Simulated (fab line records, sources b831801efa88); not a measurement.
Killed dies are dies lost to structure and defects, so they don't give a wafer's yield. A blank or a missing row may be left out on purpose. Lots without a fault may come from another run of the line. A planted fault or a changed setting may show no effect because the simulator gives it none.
One fault seen from 2 desks | flow gf180mcu | each desk has only its own numbers; what lay behind them comes last

THE METROLOGY DESK
What the gauges read, lot by lot, whatever tool the lot ran on: means of the sampled wafers that have a number. A lot is out of limits, marked OUT, if its mean lies more than 4 standard deviations from the usual mean; the brackets give that distance.
Columns: A = VT_IMPLANT_01_OVL at GF_VT_IMPLANT_OVL_MEAS_18, usual 0.8 nm; B = VT_IMPLANT_2_TW at GF_VT_IMPLANT_TW_MEAS_21, usual 1223; C = VT_IMPLANT_02_OVL at GF_VT_IMPLANT_OVL_MEAS_29, usual 1.0 nm
lot  | first seen here | A    | B    | C
L320 | day 7 01:01     | 1.9  | 1201 | 1.9
L325 | day 8 08:04     | 1.1  | 1237 | 0.5
L329 | day 9 10:25     | -0.0 | 1232 | 1.7
L334 | day 10 18:21    | 0.8  | 1213 | 0.5
L336 | day 11 17:16    | 2.1  | 1233 | 1.5
L337 | day 11 23:55    | -0.9 | 1223 | 1.7
This desk's finding: nothing out of limits on any of the 6 lots.

THE TOOL OWNER'S DESK: implanter-04
The tool's own readings at GF_VT_IMPLANT_IMPLANT_30: means of the sampled wafers that have a number, for each lot that ran on this tool. A lot is out of limits, marked OUT, if its mean lies more than 4 standard deviations from the usual mean; the brackets give that distance.
Columns: A = dose_ions_cm2 at GF_VT_IMPLANT_IMPLANT_30, usual 2.534e+12; B = faraday_current_uA at GF_VT_IMPLANT_IMPLANT_30, usual 14.31
lot  | first seen here | A                   | B
L320 | day 7 16:19     | 2.531e+12           | 14.39
L325 | day 9 02:04     | 2.732e+12 (+73) OUT | 15.58 (+5.1) OUT
L329 | day 10 04:35    | 2.729e+12 (+72) OUT | 15.53 (+4.9) OUT
L337 | day 12 19:05    | 2.533e+12           | 14.21
This desk's finding: out of limits on L325, L329; first on L325, day 9 02:04 (dose_ions_cm2 at GF_VT_IMPLANT_IMPLANT_30). In limits: L320, L337.

PUT TOGETHER
The tool owner's desk could have raised an alarm at day 9 02:04, on L325, L329.
The metrology desk saw nothing out of limits.
The metrology desk has L325, L329 on record, within its limits.
Of the lots named, all ran GF_VT_IMPLANT_IMPLANT_30 on implanter-04.

WHAT THE SIMULATOR HAD PUT IN
Process parameter drift: implanter-04, from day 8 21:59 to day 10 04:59, at GF_VT_IMPLANT_IMPLANT_30. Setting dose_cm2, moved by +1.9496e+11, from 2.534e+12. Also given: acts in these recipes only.
Lots struck among those shown: L325, L329.
Hours from the fault's start to each desk's first reading out of limits: the tool owner's desk, 4.
